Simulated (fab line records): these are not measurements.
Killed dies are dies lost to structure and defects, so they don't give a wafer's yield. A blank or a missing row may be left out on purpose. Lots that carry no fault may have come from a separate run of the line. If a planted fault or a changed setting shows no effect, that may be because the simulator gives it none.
Comparing a struck lot with a sound one    flow sky130    15 out of 708 route steps
Sound: wafers L176.2, L176.4, L176.6. Wafers L178.1, L178.4, L178.5 were the ones struck. The cause comes at the end.
At each step with rows: each side's tool, then ch and its chambers, then its first start. Under that, the readings that differ: sound wafers    struck wafers    difference of the means    sigmas: that difference in standard deviations of wafers without a fault.
alike: same words and numbers on both sides, and readings whose means sit less than 2 such deviations apart. not compared: any withheld reading, any reading some wafer has no value for, any bound like >300 that may hide the same value, and any number with overlapping values for which the record gives no deviation.
Wherever a step has rows on one side only, a row that says differs or no value, or a row with sigmas, the two part there. When numbers do not overlap yet have no deviation, they are printed without sigmas and do not part them. Lack of a reading on every wafer of one side parts them only where that side has two or more wafers.

first, 6 steps without rows for these wafers: SKY_METAL3_COAT_07 (resist thk 60 nm); SKY_METAL3_COAT_08 (resist thk 1140 nm); SKY_METAL3_SOFTBAKE_09 (time 90 s); SKY_METAL3_EXPOSE_10 (exposes mask MM3, target cd 300 nm); SKY_METAL3_PEB_11; SKY_METAL3_DEVELOP_12 (develop time 60 s).
SKY_METAL3_CD_MEAS_13: target cd 300 nm.
  struck on cd sem-01, day 41 19:47; sound on cd sem-02, day 41 06:28
  alike: cd nm
SKY_METAL3_OVL_MEAS_14:
  struck on overlay-01, day 41 19:54; sound on overlay-01, day 41 06:34
  alike: METAL3_OVL
SKY_METAL3_DESCUM_15: chemistry O2, time 8 s.
  sound on rie metal-04 ch 0,1, day 41 06:36; struck on rie metal-04 ch 0,1, day 41 19:56
  alike: drypump motor current A, oes product au
  not compared: rf hours counter h
SKY_METAL3_ETCH_16: etches BARC in N2/H2, stops on SiO2, time 88.2 s, target depth 60 nm.
  sound on rie metal-04 ch 0,1, day 41 06:38; struck on rie metal-04 ch 0,1, day 41 19:58
  alike: drypump motor current A, n2 flow sccm, oes product au, throttle valve pct
  not compared: rf hours counter h
SKY_METAL3_ETCH_17: etches SiO2 in C4F8/O2/Ar, stops on TiN, time 3.9 s, target depth 15 nm.
  sound on rie diel-02 ch 0,1,3, day 41 06:44; struck on rie diel-03 ch 0,3, day 41 20:04
  alike: oes product au
  not compared: rf hours counter h
SKY_METAL3_METAL_ETCH_18: etches the open film in Cl2/BCl3, stops on SiO2, target depth 845 nm, time 183.1 s.
  sound on rie metal-03 ch 0,1, day 41 06:44; struck on rie metal-01 ch 0,1, day 41 20:05
  alike: drypump motor current A, oes product au, throttle valve pct
  not compared: rf hours counter h
SKY_METAL3_STRIP_19: strips in O2/N2.
  sound on plasma asher-04 ch 0,1, day 41 06:55; struck on plasma asher-01 ch 0, day 41 20:16
  no value came back on the struck wafers for any of 6 readings (chamber pressure mTorr (mTorr), drypump motor current A (A) and others); on the sound wafers chamber pressure mTorr (mTorr) reads 1498.5 1497.5 1500.9
reading                                        sound  struck             difference  sigmas
model.KrF-thick_of_METAL3_COAT_08.thk nm (nm)  0 0 0  510.1 545.2 507.3  +520.9      
  not compared: rf hours counter h
then, 1 step without rows for these wafers: SKY_METAL3_STRIP_20 (strips in post etch residue remover, time 1200 s).
-- the record jumps here: 7 days lie between the struck wafers' starts before and after (it left off in module METAL3 and takes up again in module PAD_OPEN, whose first step shown is number 708 of the route) --
SKY_PAD_OPEN_PROBE_99:
  struck on prober-02, day 48 10:27; sound on prober-02, day 47 23:51
reading                   sound           struck                                                                difference                    sigmas
hold                      - - -           await dispo/4.9h/scrap await dispo/4.9h/scrap await dispo/4.9h/scrap  no value on the sound wafers  
defect limited yield (%)  81.1 84.3 81.7  0 0 0                                                                 -82                           -48
killed_at_M0_to_M3        50 40 51        437 444 438                                                           +393                          +59
killed dies               93 77 90        492 492 492                                                           +405                          +48
killed on rim             17 14 16        96 96 96                                                              +80                           +21
sort_bin_5_function (%)   10.4 10.4 11.8  92.1 92.1 91.9                                                        +81.2                         +51
sort n pass               399 415 402     0 0 0                                                                 -405                          -48
sort yield pct (%)        81.1 84.3 81.7  0 0 0                                                                 -82                           -48
  alike: killed_at_M4_up, killed at contacts, killed at front end, killed at other, killed open, killed short, sort_bin_3_pad_short, sort_bin_6_memory

WHERE THEY PART
At SKY_METAL3_STRIP_19 first; at SKY_PAD_OPEN_PROBE_99 last (within this record only).

WHY: what the simulator had put in
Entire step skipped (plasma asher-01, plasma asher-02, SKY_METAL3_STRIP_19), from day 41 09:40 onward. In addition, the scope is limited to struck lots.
